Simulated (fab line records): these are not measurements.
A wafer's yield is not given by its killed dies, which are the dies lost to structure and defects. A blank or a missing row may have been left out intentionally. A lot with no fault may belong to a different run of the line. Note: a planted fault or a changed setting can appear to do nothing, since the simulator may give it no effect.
fab line records ; flow sfqLine
record: lots: 13; wafers: 39; lastDay: 78
route steps=325 shown M1@59
lots with no fault: from the same line, run without faults
startH: start of the lot's first displayed wafer, in hours after the record's first day ; waitH: hours since the lot's step before ; " unchanged from the row above ; L1.1+2: a single row standing in for several wafers ; - no value, or no start was given ; * or withheld: withheld ; < > ~ a bound
route shown NAME@n: names a module that has steps shown in the file, with the first one's number in the route ; usual: mean/standard deviation taken from wafers without a fault ; same: alike in all rows ; chamber/n: place in a boat ; sites: the reading at each site ; _std_site: standard deviation across them ; _edge_site: outer sites' mean less inner sites' ; radiusMm: how far each site lies from the wafer's centre ; mask NAME#n: copy n ; behind: tool/chamber where the wafer was last shaped ; hold: why the lot was held/for how many hours/how that ended ; device: the transistor (n, p or np) that didn't switch ; end of line: the same wafers' tests at the end of the route ; step lacking rows: just its recipe ; killed: at the first sort, the dies lost to defects and structure; wafer yield is something else ; map: dies across one wafer; x = killed, . = not, _ = none there
set.NAME: the setting the step ran with; set.NAME@STEP: the setting that earlier step ran with ; model.NAME: the simulator's own value behind a step, which no gauge read
the route's steps for a sample of lots (tables are steps, rows are wafers)
services: from which hour (startH, from the record's first day; less than 0 if before it) a tool's chamber was out of use, for how many hours, and why
== steps ==
step: SFQ_TRILAYER_M1_DEP_SPUTTER_037
recipe: material: Nb; basePressurePa: 1.33e-06; chamberPressurePa: 0.1333; substrateTempC: 20; resputterCathodeVoltageV: 400; targetThkNm: 200; powerW: 2000; timeS: 133.3
usual: throttleValvePct: 29.9/0.74
lot.wafer;tool;chamber;startH;waitH;throttleValvePct
L301.1;pvdSputter-06;-;228.89;0.0;28.2
L301.2;pvdSputter-06;-;228.89;0.0;29.5
L301.6;pvdSputter-06;-;228.89;0.0;28.1
L302.2;pvdSputter-03;-;232.49;0.0;31.4
L302.3;pvdSputter-03;-;232.49;0.0;29.6
L302.6;pvdSputter-03;-;232.49;0.0;29.7
L303.2;pvdSputter-05;-;245.69;0.0;30.0
L303.3;pvdSputter-05;-;245.69;0.0;29.8
L303.6;pvdSputter-05;-;245.69;0.0;29.5
L304.1;pvdSputter-05;-;248.09;0.0;29.7
L304.2;pvdSputter-05;-;248.09;0.0;30.3
L304.3;pvdSputter-05;-;248.09;0.0;29.8
L305.3;pvdSputter-03;-;274.47;0.0;29.6
L305.5;pvdSputter-03;-;274.47;0.0;30.0
L305.6;pvdSputter-03;-;274.47;0.0;29.7
L308.3;pvdSputter-05;-;293.32;0.0;30.3
L308.5;pvdSputter-05;-;293.32;0.0;29.7
L308.6;pvdSputter-05;-;293.32;0.0;30.2
L313.2;pvdSputter-03;-;323.67;0.0;31.3
L313.3;pvdSputter-03;-;323.67;0.0;29.7
L313.6;pvdSputter-03;-;323.67;0.0;31.0
L316.3;pvdSputter-06;-;343.98;0.0;28.2
L316.4;pvdSputter-06;-;343.98;0.0;29.3
L316.6;pvdSputter-06;-;343.98;0.0;29.5
L317.1;pvdSputter-06;-;354.77;0.0;29.6
L317.3;pvdSputter-06;-;354.77;0.0;28.5
L317.6;pvdSputter-06;-;354.77;0.0;29.8
L318.1;pvdSputter-05;-;358.37;0.0;29.8
L318.3;pvdSputter-05;-;358.37;0.0;29.7
L318.4;pvdSputter-05;-;358.37;0.0;29.5
L320.2;pvdSputter-06;-;372.77;0.0;28.3
L320.4;pvdSputter-06;-;372.77;0.0;29.6
L320.6;pvdSputter-06;-;372.77;0.0;29.4
L321.1;pvdSputter-06;-;383.12;0.0;29.8
L321.3;pvdSputter-06;-;383.12;0.0;29.9
L321.4;pvdSputter-06;-;383.12;0.0;28.6
L324.3;pvdSputter-06;-;396.32;0.0;29.8
L324.4;pvdSputter-06;-;396.32;0.0;28.3
L324.6;pvdSputter-06;-;396.32;0.0;29.6
step: SFQ_M1_RS_MEAS_909
recipe: thkMeasGauge: four-point-probe; reads: Nb_of_TRILAYER_M1_DEP_SPUTTER_037
usual: M1_NB_RS: 0.900/0.017
lot.wafer;tool;chamber;startH;waitH;M1_NB_RS[ohm/sq]
L301.1;filmMetro-02;-;228.98;0.0;0.928
L301.2;filmMetro-02;-;228.98;0.0;0.929
L301.6;filmMetro-02;-;228.98;0.0;0.924
L302.2;filmMetro-03;-;232.60;0.1;0.902
L302.3;filmMetro-03;-;232.60;0.1;0.890
L302.6;filmMetro-03;-;232.60;0.1;0.894
L303.2;filmMetro-04;-;245.80;0.1;0.890
L303.3;filmMetro-04;-;245.80;0.1;0.865
L303.6;filmMetro-04;-;245.80;0.1;0.879
L304.1;filmMetro-03;-;248.18;0.0;0.902
L304.2;filmMetro-03;-;248.18;0.0;0.899
L304.3;filmMetro-03;-;248.18;0.0;0.875
L305.3;filmMetro-03;-;274.60;0.1;0.905
L305.5;filmMetro-03;-;274.60;0.1;0.904
L305.6;filmMetro-03;-;274.60;0.1;0.905
L308.3;filmMetro-03;-;293.45;0.1;0.905
L308.5;filmMetro-03;-;293.45;0.1;0.912
L308.6;filmMetro-03;-;293.45;0.1;0.904
L313.2;filmMetro-03;-;323.78;0.1;1.036
L313.3;filmMetro-03;-;323.78;0.1;0.892
L313.6;filmMetro-03;-;323.78;0.1;0.902
L316.3;filmMetro-04;-;344.11;0.1;0.925
L316.4;filmMetro-04;-;344.11;0.1;0.918
L316.6;filmMetro-04;-;344.11;0.1;0.929
L317.1;filmMetro-02;-;354.86;0.0;0.920
L317.3;filmMetro-02;-;354.86;0.0;0.936
L317.6;filmMetro-02;-;354.86;0.0;0.915
L318.1;filmMetro-03;-;358.46;0.0;0.919
L318.3;filmMetro-03;-;358.46;0.0;0.897
L318.4;filmMetro-03;-;358.46;0.0;0.892
L320.2;filmMetro-03;-;372.88;0.1;0.933
L320.4;filmMetro-03;-;372.88;0.1;0.927
L320.6;filmMetro-03;-;372.88;0.1;0.931
L321.1;filmMetro-03;-;383.21;0.0;0.900
L321.3;filmMetro-03;-;383.21;0.0;0.915
L321.4;filmMetro-03;-;383.21;0.0;0.919
L324.3;filmMetro-04;-;396.45;0.1;0.898
L324.4;filmMetro-04;-;396.45;0.1;0.904
L324.6;filmMetro-04;-;396.45;0.1;0.893
step: SFQ_TRILAYER_M1_ETCH_METAL_ETCH_042
recipe: target: Nb; stopOn: SiO2; maskMaterial: PR; chemistry: Cl2/Ar; targetDepthNm: 240; icpW: 600; biasW: 80; pressureMtorr: 10; timeS: 120
usual: biasW: 80.07/0.22; drypumpMotorCurrentA: 6.17/0.28; oesProductAu: 0.889/0.01
lot.wafer;tool;chamber;startH;waitH;biasW;drypumpMotorCurrentA;oesProductAu;rfHoursCounterH
L301.1;rieMetal-01;0;286.78;0.0;79.61;6.15;0.869;42
L301.2;rieMetal-01;1;286.78;0.0;80.05;6.35;0.873;21
L301.6;rieMetal-01;1;286.78;0.0;80.34;6.32;0.873;-
L302.2;rieMetal-01;1;290.38;0.0;79.84;6.37;0.887;22
L302.3;rieMetal-01;1;290.38;0.0;79.96;6.31;0.889;-
L302.6;rieMetal-01;0;290.38;0.0;79.86;6.22;0.891;-
L303.2;rieMetal-04;1;303.58;0.0;80.37;6.06;0.883;72
L303.3;rieMetal-04;1;303.58;0.0;79.94;6.06;0.914;-
L303.6;rieMetal-04;0;303.58;0.0;79.76;5.83;0.899;-
L304.1;rieMetal-01;1;308.38;0.0;80.04;6.32;0.891;25
L304.2;rieMetal-01;0;308.38;0.0;80.03;6.20;0.897;46
L304.3;rieMetal-01;1;308.38;0.0;80.20;6.36;0.904;-
L305.3;rieMetal-03;1;333.84;0.1;80.23;6.60;0.891;-
L305.5;rieMetal-03;0;333.84;0.1;80.21;5.88;0.890;-
L305.6;rieMetal-03;1;333.84;0.1;80.27;6.61;0.876;-
L308.3;rieMetal-03;1;355.12;0.1;79.83;6.58;0.888;-
L308.5;rieMetal-03;0;355.12;0.1;80.14;5.90;0.886;-
L308.6;rieMetal-03;1;355.12;0.1;80.33;6.60;0.887;-
L313.2;rieMetal-01;1;390.63;0.0;80.09;6.37;0.836;38
L313.3;rieMetal-01;1;390.63;0.0;80.11;6.37;0.891;-
L313.6;rieMetal-01;0;390.63;0.0;79.85;6.20;0.884;-
L316.3;rieMetal-03;1;412.27;0.1;80.34;6.61;0.872;-
L316.4;rieMetal-03;0;412.27;0.1;79.70;5.91;0.884;-
L316.6;rieMetal-03;1;412.27;0.1;80.17;6.62;0.870;-
L317.1;rieMetal-04;0;424.23;0.0;79.78;5.84;0.876;59
L317.3;rieMetal-04;1;424.23;0.0;80.44;6.07;0.865;-
L317.6;rieMetal-04;1;424.23;0.0;80.32;6.07;0.882;-
L318.1;rieMetal-03;1;429.03;0.0;80.14;6.62;0.881;23
L318.3;rieMetal-03;1;429.03;0.0;79.63;6.65;0.893;-
L318.4;rieMetal-03;0;429.03;0.0;80.30;5.90;0.893;-
L320.2;rieMetal-03;0;447.03;0.0;80.18;5.89;0.874;68
L320.4;rieMetal-03;0;447.03;0.0;79.93;5.93;0.877;-
L320.6;rieMetal-03;0;447.03;0.0;80.05;5.91;0.868;-
L321.1;rieMetal-01;1;455.43;0.0;80.20;6.29;0.881;50
L321.3;rieMetal-01;1;455.43;0.0;80.31;6.30;0.882;-
L321.4;rieMetal-01;0;455.43;0.0;80.06;6.20;0.877;-
L324.3;rieMetal-04;1;476.17;0.1;80.29;6.10;0.891;-
L324.4;rieMetal-04;0;476.17;0.1;79.85;5.83;0.882;-
L324.6;rieMetal-04;1;476.17;0.1;80.43;6.12;0.897;-
== services ==
tool;chamber;startH;hours;kind
pvdSputter-05;-;213.91;6.9;repair
pvdSputter-03;-;216.75;15.1;repair
rieMetal-04;-;225.93;14.6;pm
rieMetal-04;-;250.74;4.3;pm
rieMetal-04;-;257.96;6.2;repair
pvdSputter-03;2;267.68;-;consumableReplace:kit
pvdSputter-03;2;267.68;18.0;scheduledDown
pvdSputter-03;2;267.68;18.0;ventCycle
pvdSputter-05;-;272.49;0.5;repair
rieMetal-03;1;278.55;-;clean
rieMetal-03;1;278.55;19.2;scheduledDown
rieMetal-03;1;278.55;19.2;ventCycle
pvdSputter-06;-;280.26;1.1;repair
rieMetal-04;-;311.05;6.7;repair
rieMetal-03;-;355.80;14.6;pm
pvdSputter-05;-;358.69;9.1;repair
rieMetal-01;1;359.49;5.3;repair
pvdSputter-06;0;435.06;-;consumableReplace:kit
pvdSputter-06;0;435.06;18.0;scheduledDown
pvdSputter-06;0;435.06;18.0;ventCycle
== key ==
firstSign: step: SFQ_M1_RS_MEAS_909; reading: M1_NB_RS; direction: up; sigmas: 8.1; usual: 0.900; struck: 1.036
effect: step: SFQ_TRILAYER_M1_ETCH_METAL_ETCH_042; reading: oesProductAu; direction: down; sigmas: 5.2; usual: 0.889; struck: 0.836
metAt SFQ_TRILAYER_M1_DEP_SPUTTER_037
struckLots L313
struckWafers L313.2
onsetBetween 232.49 323.67
fault: kind: siteProfileDrift; tool: pvdSputter-03; chamber: -; onsetH: 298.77; steps: SFQ_TRILAYER_M1_DEP_SPUTTER_037; basis: fraction; maxAbsDrift: 0.26634; slopeSharePerHr: 59.186; sitePattern: 0,0,0,0,0,-1,-1,-1,-1; scope: struckWafersOnly
